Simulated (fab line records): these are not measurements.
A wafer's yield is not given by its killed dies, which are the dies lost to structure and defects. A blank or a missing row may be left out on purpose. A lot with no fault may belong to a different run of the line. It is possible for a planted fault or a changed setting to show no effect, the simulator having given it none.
Split-lot experiment | flow sky130 | on a route of 708 steps: 5 lots, 23 wafers read

## THE SPLIT
At SKY_SONOS_ONO_OXIDATION_00 (stabilise 600 s, purge 300 s, target thk 2.6 nm), the setting ox_time_s was moved away from the recipe's 1249 s on 15 of the 23 wafers read, by -9.1% to +8.2%. This setting was run at the recipe's value on the other wafers.

The split's own step is where the reading is taken.

## THE READING
SiO2_of_SONOS_ONO_OXIDATION_00.thk_nm (the simulator's own value, which no gauge read), in nm, at SKY_SONOS_ONO_OXIDATION_00 (stabilise 600 s, purge 300 s, target thk 2.6 nm). No usual value for it is given in the file. Across the 8 wafers here that went through the recipe, the average is 2.597 nm and the standard deviation 0.065 nm.

wafer  | tool, chamber at the split | ox_time_s as run, s | against the recipe | SiO2_of_SONOS_ONO_OXIDATION_00.thk_nm, nm | against lot-mates on the recipe
L074.1 | -, -                       | 1174                | -6.0%              | 2.532                                     | no lot-mate on the recipe
L074.2 | -, -                       | 1174                | -6.0%              | 2.513                                     | no lot-mate on the recipe
L074.3 | -, -                       | 1174                | -6.0%              | 2.551                                     | no lot-mate on the recipe
L074.4 | -, -                       | 1174                | -6.0%              | 2.48                                      | no lot-mate on the recipe
L074.5 | -, -                       | 1174                | -6.0%              | 2.55                                      | no lot-mate on the recipe
L076.1 | -, -                       | 1351                | +8.2%              | 2.773                                     | no lot-mate on the recipe
L076.2 | -, -                       | 1351                | +8.2%              | 2.714                                     | no lot-mate on the recipe
L076.3 | -, -                       | 1351                | +8.2%              | 2.774                                     | no lot-mate on the recipe
L076.5 | -, -                       | 1351                | +8.2%              | 2.761                                     | no lot-mate on the recipe
L076.6 | -, -                       | 1351                | +8.2%              | 2.78                                      | no lot-mate on the recipe
L079.1 | furnace-02, 0              | 1249                | recipe             | 2.693                                     | -
L079.3 | furnace-02, 0              | 1249                | recipe             | 2.663                                     | -
L079.5 | furnace-02, 0              | 1249                | recipe             | 2.672                                     | -
L082.1 | -, -                       | 1249                | recipe             | 2.573                                     | -
L082.2 | -, -                       | 1249                | recipe             | 2.53                                      | -
L082.4 | -, -                       | 1249                | recipe             | 2.569                                     | -
L082.5 | -, -                       | 1249                | recipe             | 2.569                                     | -
L082.6 | -, -                       | 1249                | recipe             | 2.507                                     | -
L084.1 | -, -                       | 1135                | -9.1%              | 2.421                                     | no lot-mate on the recipe
L084.2 | -, -                       | 1135                | -9.1%              | 2.436                                     | no lot-mate on the recipe
L084.4 | -, -                       | 1135                | -9.1%              | 2.479                                     | no lot-mate on the recipe
L084.5 | -, -                       | 1135                | -9.1%              | 2.433                                     | no lot-mate on the recipe
L084.6 | -, -                       | 1135                | -9.1%              | 2.449                                     | no lot-mate on the recipe

THE FIT
A straight line over all 23 wafers: SiO2_of_SONOS_ONO_OXIDATION_00.thk_nm changes by +0.0175 nm for each +1% of ox_time_s; r = +0.92; the points scatter about the line by 0.047 nm.
Too few moved wafers with a lot-mate on the recipe to fit a line net of each lot's own level.

## THE FILE'S OWN FIT
SiO2_of_SONOS_ONO_OXIDATION_00.thk_nm changes by +0.0175 nm for each +1% of ox_time_s, r = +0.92.
